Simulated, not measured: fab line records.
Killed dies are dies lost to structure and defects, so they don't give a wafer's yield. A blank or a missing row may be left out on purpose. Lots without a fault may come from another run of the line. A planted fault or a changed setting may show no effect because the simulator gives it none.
A struck lot beside a sound one ; flow sky130 ; 21 out of 708 route steps
Sound: the wafers L767.1, L767.2, L767.4. The struck wafers were L781.1, L781.3, L781.6. The cause is given at the end.
For every step that has rows: the tool of each side, followed by ch and its chambers, followed by its first start. Under that, the readings that differ: sound wafers ; struck wafers ; difference of the means ; sigmas: that difference in standard deviations of wafers without a fault.
alike: words and numbers the same on both sides, and readings whose means are apart by under 2 such deviations; not compared: readings that were withheld, readings missing a value for some wafer, numbers with overlapping values and no deviation given by the record, and bounds like >300 which may hide the same value.
The two part at a step that has a row with sigmas, a row that says differs or no value, or rows on one side only. When numbers do not overlap yet have no deviation, they are printed without sigmas and do not part them. Lack of a reading on every wafer of one side parts them only where that side has two or more wafers.

SKY_POLY_GATE_CD_MEAS_22:
  struck on cd-sem-01, day 22 05:23; sound on cd-sem-02, day 16 19:05
  alike: cd-nm
then, 7 steps without rows for these wafers: SKY_LDD_N_DEHYDRATE_00 (time 60 s); SKY_LDD_N_HMDS_01 (prime time 60 s); SKY_LDD_N_COAT_02 (resist thk 300 nm); SKY_LDD_N_SOFTBAKE_03 (time 60 s); SKY_LDD_N_EXPOSE_04 (exposes mask NTM, target cd 840 nm); SKY_LDD_N_PEB_05; SKY_LDD_N_DEVELOP_06 (develop time 60 s).
SKY_LDD_N_OVL_MEAS_07:
  struck on overlay-02, day 23 11:29; sound on overlay-01, day 18 00:13
  alike: LDD_N_OVL
then, 3 steps without rows for these wafers: SKY_LDD_N_IMPLANT_08; SKY_LDD_N_IMPLANT_09; SKY_LDD_N_IMPLANT_10.
SKY_LDD_N_IMPLANT_11:
  sound on implanter-03 ch 0, day 18 00:42; struck on implanter-04 ch 0, day 23 12:17
  alike: rotation-deg
then, 4 steps without rows for these wafers: SKY_LDD_N_IMPLANT_12; SKY_LDD_N_IMPLANT_13; SKY_LDD_N_IMPLANT_14; SKY_LDD_N_IMPLANT_15.
SKY_LDD_N_STRIP_16: strips in O2/N2.
  sound on plasma-asher-02 ch 0,1, day 18 01:27; struck on plasma-asher-01 ch 0, day 23 13:02
reading;sound;struck;difference;sigmas
strip-time-to-endpoint-s (s);4.307 4.325 4.310;4.517 4.538 4.534;+0.216;+15
  alike: drypump-motor-current-A, oes-product-au
  not compared: rf-hours-counter-h
SKY_LDD_N_TW_MEAS_17:
  struck on film-metro-01, day 23 13:08; sound on film-metro-02, day 18 01:33
reading;sound;struck;difference;sigmas
LDD_N_TW;2576 2576 2580;2709 2714 2713;+135;+7
then, 1 step without rows for these wafers: SKY_LDD_P_DEHYDRATE_00 (time 60 s).
-- here the record skips 26 days between the struck wafers' starts before and after, leaving off in module LDD_P and picking up in module PAD_OPEN (first step shown: number 708 of the route) --
SKY_PAD_OPEN_PROBE_99:
  struck on prober-01, day 49 11:58; sound on prober-02, day 46 01:33
reading;sound;struck;difference;sigmas
model.etest.tip-n.rs-ohm-sq;441.6 442.6 439.3;390.1 395.3 389.9;-49.4;
model.etest.nfet_01v8.r-on-ohm-um;843.8 848.9 859;808.4 817.5 796.4;-43.1;
model.etest.nfet_01v8_lvt.drive-ua-um;563.9 556.4 557;593.9 598.1 613.4;+42.7;
model.etest.res-poly.line-ohm-um;487.6 511.8 511.7;533.8 514.1 539;+25.3;
model.etest.res-poly.width-nm (nm);97.96 94.59 95.91;92.03 94.12 90.81;-3.83;
model.etest.ring_1v8.delay-ps;22.11 21.4 21.74;20.91 20.93 20.2;-1.07;
  alike: killed_at_M0_to_M3, killed_at_M4_up, killed-at-contacts, killed-at-front-end, killed-at-other, killed-dies, killed-open, killed-short
  not compared: model.etest.res-high-po.width-nm, model.etest.res-xhigh-po.width-nm

== WHERE THEY PART ==
Last at SKY_LDD_N_TW_MEAS_17 as far as this record goes, first at SKY_LDD_N_STRIP_16. Later steps at which nothing parts them and some readings are alike: SKY_PAD_OPEN_PROBE_99.

WHY: what had been put in by the simulator
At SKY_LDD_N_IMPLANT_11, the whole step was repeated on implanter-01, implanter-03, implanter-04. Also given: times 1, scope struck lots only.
